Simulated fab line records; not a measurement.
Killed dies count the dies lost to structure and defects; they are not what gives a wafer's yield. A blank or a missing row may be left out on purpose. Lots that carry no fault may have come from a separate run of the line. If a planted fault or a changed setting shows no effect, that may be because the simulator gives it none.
A struck lot beside a sound one -- flow sfq-line -- 43 out of 325 route steps
Sound: the wafers L716.2, L716.5, L716.6. Struck: wafer L724.4 (left out: L724.6, a lot-mate that was not struck); the cause follows at the end.
For every step that has rows: the tool of each side, followed by ch and its chambers, followed by its first start. Under that, the readings that differ: sound wafers -- struck wafers -- difference of the means -- sigmas: that difference in standard deviations of wafers without a fault.
alike: readings whose means differ by less than 2 such deviations, and words and numbers that are the same on both sides. not compared: withheld readings, readings that some wafer has no value for, bounds like >300 that may hide the same value, and numbers for which the record gives no deviation and whose values overlap.
The two part at a step that has a row with sigmas, a row that says differs or no value, or rows on one side only. Numbers that don't overlap but have no deviation are shown without sigmas and don't part them. Lack of a reading on every wafer of one side parts them only where that side has two or more wafers.

first, 7 steps without rows for these wafers: SFQ_TRILAYER_JJ_CE_STRIP_SOLV_CLEAN_121 (cleans in NMP, time 600 s); SFQ_TRILAYER_M5_LITHO_COAT_128 (resist thk 62 nm); SFQ_TRILAYER_M5_LITHO_COAT_123 (resist thk 600 nm); SFQ_TRILAYER_M5_LITHO_SOFTBAKE_127; SFQ_TRILAYER_M5_LITHO_EXPOSE_124 (exposes mask M5, target cd 700 nm); SFQ_TRILAYER_M5_LITHO_PEB_126 (peb time 60 s); SFQ_TRILAYER_M5_LITHO_DEVELOP_125 (time 60 s).
SFQ_M5_OVL_MEAS_932:
  sound on overlay-01, day 60 05:54; struck on overlay-01, day 60 21:55
  alike: M5_OVL
SFQ_TRILAYER_M5_BARC_OPEN_METAL_ETCH_161: etches BARC in O2, target depth 125 nm, time 41.7 s.
  sound on rie-metal-02 ch 1, day 60 05:57; struck on rie-metal-02 ch 0, day 60 21:58
reading,sound,struck,difference,sigmas
drypump-motor-current-A (A),5.2 5.2 5.2,6.5,+1.3,+3
oes-product-au (a.u.),0.695 0.681 0.693,0.678,-0.012,-2
  not compared: rf-hours-counter-h
SFQ_TRILAYER_M5_ETCH_METAL_ETCH_126: etches Nb in Cl2/BCl3, stops on SiO2, time 203.2 s, target depth 265 nm.
  sound on rie-metal-02 ch 1, day 60 06:07; struck on rie-metal-02 ch 0, day 60 22:04
reading,sound,struck,difference,sigmas
drypump-motor-current-A (A),5.2 5.2 5.2,6.5,+1.3,+3
  alike: oes-product-au
  not compared: rf-hours-counter-h
SFQ_TRILAYER_M5_STRIP_STRIP_127: strips in O2.
  sound on rie-metal-02 ch 1, day 60 06:38; struck on rie-metal-02 ch 0, day 60 22:23
reading,sound,struck,difference,sigmas
drypump-motor-current-A (A),5.2 5.2 5.2,6.5,+1.3,+3
  alike: oes-product-au
  not compared: rf-hours-counter-h
then, 1 step without rows for these wafers: SFQ_TRILAYER_M5_STRIP_SOLV_CLEAN_128 (cleans in NMP, time 600 s).
SFQ_TRILAYER_A5B_DEP_PECVD_129: deposits SiO2 from SiH4/N2O, time 133.33 s, target thk 600 nm.
  sound on pecvd-03 ch 0,1,2, day 60 07:50; struck on pecvd-02 ch 2, day 60 23:01
reading,sound,struck,difference,sigmas
heater-power-w (W),83 90 90,68,-20,-2
model.SiO2_of_TRILAYER_A5B_DEP_PECVD_129.thk-nm (nm),595.3 612.1 609.5,242.3,-363.3,
  alike: throttle-valve-pct
SFQ_TRILAYER_A5B_CMP_CMP_130: polishes, stops on Nb, target thk 340.7 nm.
  sound on cmp-01 ch 2,3, day 61 02:41; struck on cmp-02 ch 2, day 61 16:53
reading,sound,struck,difference,sigmas
model.SiO2_of_TRILAYER_A5B_DEP_PECVD_129.thk-nm (nm),335.4 328 344.6,242.3,-93.7,
  alike: motor-current-A, slurry-filter-dp-kPa
SFQ_TRILAYER_A5B_METRO_MEASURE_131:
  sound on film-metro-01, day 61 05:53; struck on film-metro-04, day 61 20:29
reading,sound,struck,difference,sigmas
thk-nm (nm),335 328 345,242,-94,-18
then, 2 steps without rows for these wafers: SFQ_TRILAYER_R5_DEP_SPUTTER_132 (material Ti, target thk 5 nm, time 5 s); SFQ_TRILAYER_R5_DEP_SPUTTER_133 (material MoNx, target thk 40 nm, time 66.7 s).
SFQ_TRILAYER_R5_DEP_SPUTTER_134: material Ti, target thk 5 nm, time 5 s.
  sound on pvd-sputter-03, day 61 06:58; struck on pvd-sputter-03, day 61 21:10
  alike: throttle-valve-pct
SFQ_R5_RS_MEAS_933: measurement is done with a four-point probe.
  sound on film-metro-03, day 61 07:00; struck on film-metro-02, day 61 21:14
  alike: R5_MONX_RS
SFQ_R5_THK_MEAS_934: measures by xrf.
  sound on film-metro-03, day 61 07:07; struck on film-metro-02, day 61 21:20
  alike: R5_MONX_THK
then, 6 steps without rows for these wafers: SFQ_TRILAYER_R5_LITHO_COAT_141 (resist thk 62 nm); SFQ_TRILAYER_R5_LITHO_COAT_136 (resist thk 600 nm); SFQ_TRILAYER_R5_LITHO_SOFTBAKE_140; SFQ_TRILAYER_R5_LITHO_EXPOSE_137 (exposes mask R5, target cd 500 nm); SFQ_TRILAYER_R5_LITHO_PEB_139 (peb time 60 s); SFQ_TRILAYER_R5_LITHO_DEVELOP_138 (time 60 s).
-- the record jumps here: 3 days lie between the struck wafers' starts before and after --
SFQ_R5_OVL_MEAS_935:
  sound on overlay-01, day 61 09:49; struck on overlay-01, day 65 08:31
  alike: R5_OVL
then, 4 steps without rows for these wafers: SFQ_TRILAYER_R5_BARC_OPEN_METAL_ETCH_177 (etches BARC in O2, target depth 125 nm, time 41.7 s); SFQ_TRILAYER_R5_ETCH_METAL_ETCH_139 (etches the open film in Cl2, stops on SiO2, target depth 60 nm, time 40 s); SFQ_TRILAYER_R5_STRIP_STRIP_140 (strips in O2); SFQ_TRILAYER_R5_STRIP_SOLV_CLEAN_141 (cleans in NMP, time 600 s).
SFQ_TRILAYER_A5C_DEP_PECVD_142: deposits SiO2 from SiH4/N2O, time 15.556 s, target thk 70 nm.
  sound on pecvd-03 ch 1,2, day 61 10:44; struck on pecvd-04 ch 0, day 65 09:26
reading,sound,struck,difference,sigmas
heater-power-w (W),80 79 90,105,+22,+2
  alike: throttle-valve-pct
then, 6 steps without rows for these wafers: SFQ_TRILAYER_I5_LITHO_COAT_149 (resist thk 62 nm); SFQ_TRILAYER_I5_LITHO_COAT_144 (resist thk 650 nm); SFQ_TRILAYER_I5_LITHO_SOFTBAKE_148; SFQ_TRILAYER_I5_LITHO_EXPOSE_145 (exposes mask I5, target cd 700 nm); SFQ_TRILAYER_I5_LITHO_PEB_147 (peb time 60 s); SFQ_TRILAYER_I5_LITHO_DEVELOP_146 (time 60 s).
-- the record jumps here: 4 days lie between the struck wafers' starts before and after --
SFQ_I5_OVL_MEAS_936:
  sound on overlay-02, day 61 22:47; struck on overlay-01, day 69 07:32
  alike: I5_OVL
then, 3 steps without rows for these wafers: SFQ_TRILAYER_I5_BARC_OPEN_VIA_ETCH_200 (etches BARC in O2, target depth 125 nm, time 41.7 s); SFQ_TRILAYER_I5_ETCH_VIA_ETCH_147 (etches the open film in CHF3, stops on Nb, target depth 360 nm); SFQ_TRILAYER_I5_STRIP_STRIP_148 (strips in O2).
-- the record jumps here: 12 days lie between the struck wafers' starts before and after --
SFQ_M8_BOW_MEAS_951:
  sound on film-metro-02, day 75 19:15; struck on film-metro-01, day 81 11:42
reading,sound,struck,difference,sigmas
model.etest.i5.link-ohm,2.248 2.25 2.286,2.216,-0.045,
  alike: M8_BOW

== WHERE THEY PART ==
Earliest at SFQ_TRILAYER_M5_BARC_OPEN_METAL_ETCH_161; latest, in this record, at SFQ_TRILAYER_A5C_DEP_PECVD_142. Later steps at which nothing parts them and some readings are alike: SFQ_I5_OVL_MEAS_936, SFQ_M8_BOW_MEAS_951.

WHY: what the simulator had put in
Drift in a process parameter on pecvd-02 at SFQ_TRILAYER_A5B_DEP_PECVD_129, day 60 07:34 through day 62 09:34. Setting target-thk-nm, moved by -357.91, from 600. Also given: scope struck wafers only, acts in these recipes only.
